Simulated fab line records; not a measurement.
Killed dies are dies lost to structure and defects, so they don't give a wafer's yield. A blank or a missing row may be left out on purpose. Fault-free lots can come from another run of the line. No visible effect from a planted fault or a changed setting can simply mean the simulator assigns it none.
Struck lot and sound lot, side by side -- flow gf180mcu -- 24 steps out of a route of 602
Sound: these wafers, L149.1, L149.4, L149.5. Struck: wafers L160.1, L160.5 (left out: L160.3, a lot-mate that was not struck); the cause follows at the end.
Each step with rows lists, per side, the tool, then ch with its chambers, then its first start. Under that, the readings that differ: sound wafers -- struck wafers -- difference of the means -- sigmas: that difference in standard deviations of wafers without a fault.
alike: a reading whose means differ by less than 2 such deviations, as well as words and numbers matching on both sides. not compared: withheld readings; readings where some wafer has no value; bounds like >300 that might hide an equal value; numbers whose values overlap and for which the record gives no deviation.
Wherever a step has rows on one side only, a row that says differs or no value, or a row with sigmas, the two part there. Numbers that don't overlap but have no deviation are shown without sigmas and don't part them. A reading missing from all wafers of one side parts the sides only when that side holds two or more wafers.

GF_PSD_OVL_MEAS_08:
  struck on overlay-01, day 19 06:07; sound on overlay-01, day 15 04:50
  alike: PSD_OVL
next, for these wafers, 1 step has no rows: GF_PSD_IMPLANT_09.
GF_PSD_STRIP_10: strips in O2/N2.
  sound on plasma-asher-04 ch 0,1, day 15 05:01; struck on plasma-asher-03 ch 0,1, day 19 06:19
  alike: drypump-motor-current-A, heater-power-w, n2-flow-sccm, oes-product-au, platen-temp-c, strip-time-to-endpoint-s
  not compared: rf-hours-counter-h
GF_PSD_TW_MEAS_11:
  struck on film-metro-02, day 19 06:25; sound on film-metro-02, day 15 05:07
  alike: PSD_TW
then, 1 step without rows for these wafers: GF_PSD_CLEAN_12 (cleans in SC1/SC2, time 150 s).
GF_PSD_RTA_13: time 20 s.
  sound on rtp-anneal-02 ch 0, day 15 05:13; struck on rtp-anneal-01 ch 0, day 19 06:31
reading,sound,struck,difference,sigmas
lamp-power-pct (%),31.27 31.25 31.21,31.16 31.13,-0.10,-3
wafer_temp_C_max,1033.7 1033.1 1033.3,1029.2 1028.1,-4.7,-2
GF_PSD_RS_MEAS_14: uses a four-point probe to measure.
  struck on film-metro-03, day 19 06:36; sound on film-metro-04, day 15 05:18
reading,sound,struck,difference,sigmas
NSD_RS (ohm/sq),46.23 46.06 46.12,45.96 45.97,-0.17,-2
GF_PSD_RS_MEAS_15: uses a four-point probe to measure.
  struck on film-metro-03, day 19 06:43; sound on film-metro-04, day 15 05:25
  alike: PSD_RS
GF_SAB_CVD_00: deposits SiO2 from TEOS, target thk 50 nm, time 4.9302 s.
  sound on pecvd-03 ch 0,2, day 15 05:32; struck on pecvd-01 ch 1,2, day 19 06:50
  alike: heater-power-w
GF_SAB_THK_MEAS_01:
  struck on film-metro-01, day 19 06:52; sound on film-metro-01, day 15 05:34
  alike: SAB_CVD_00_THK
then, 2 steps without rows for these wafers: GF_SAB_DEHYDRATE_02 (time 60 s); GF_SAB_HMDS_03 (prime time 60 s).
GF_SAB_COAT_04: resist thk 1000 nm.
  sound on litho-track-03 ch 0, day 15 16:12; struck on litho-track-03 ch 0, day 19 18:48
reading,sound,struck,difference,sigmas
model.NOVOLAK_of_SAB_COAT_04.thk-nm (nm),999.1 1001 997.5,946.3 944.4,-53.9,
then, 4 steps without rows for these wafers: GF_SAB_SOFTBAKE_05 (time 60 s); GF_SAB_EXPOSE_06 (exposes mask SAB, target cd 420 nm); GF_SAB_PEB_07; GF_SAB_DEVELOP_08 (develop time 60 s).
GF_SAB_CD_MEAS_09: target cd 420 nm.
  struck on cd-sem-01, day 20 06:24; sound on cd-sem-01, day 16 03:25
reading,sound,struck,difference,sigmas
cd-nm (nm),419.7 420.7 422.2,416.9 415.4,-4.7,-2
GF_SAB_OVL_MEAS_10:
  struck on overlay-02, day 20 06:31; sound on overlay-01, day 16 03:32
  alike: SAB_OVL
GF_SAB_ETCH_11: etches SiO2 in C4F8/O2/Ar, target depth 55 nm, time 8.5 s.
  sound on rie-diel-02 ch 0,3, day 16 03:34; struck on rie-diel-04 ch 0,3, day 20 06:34
reading,sound,struck,difference,sigmas
model.NOVOLAK_of_SAB_COAT_04.thk-nm (nm),987.7 989 986.2,934.8 932.9,-53.8,
model.SAB.cd-nm (nm),419.6 420.6 421.9,417.1 415.5,-4.4,
  alike: oes-product-au
  not compared: rf-hours-counter-h
then, 1 step without rows for these wafers: GF_SAB_WET_ETCH_12 (etches SiO2 in dHF, target depth 22 nm, time 440 s).
GF_SAB_STRIP_13: strips in O2/N2.
  sound on plasma-asher-02 ch 0,1, day 16 03:43; struck on plasma-asher-02 ch 0, day 20 06:43
reading,sound,struck,difference,sigmas
strip-time-to-endpoint-s (s),12.60 12.60 12.58,11.99 11.97,-0.61,-18
  alike: drypump-motor-current-A, heater-power-w, n2-flow-sccm, oes-product-au, platen-temp-c
  not compared: rf-hours-counter-h
then, 1 step without rows for these wafers: GF_SALICIDE_CLEAN_00 (cleans in SC1/SC2, time 150 s).
GF_PASSIVATION_PROBE_99:
  the record holds rows for the sound wafers here (prober-01, day 29 19:17) but none for the struck ones

## WHERE THEY PART
Last at GF_PASSIVATION_PROBE_99 as far as this record goes, first at GF_PSD_RTA_13.

WHY: what had been put in by the simulator
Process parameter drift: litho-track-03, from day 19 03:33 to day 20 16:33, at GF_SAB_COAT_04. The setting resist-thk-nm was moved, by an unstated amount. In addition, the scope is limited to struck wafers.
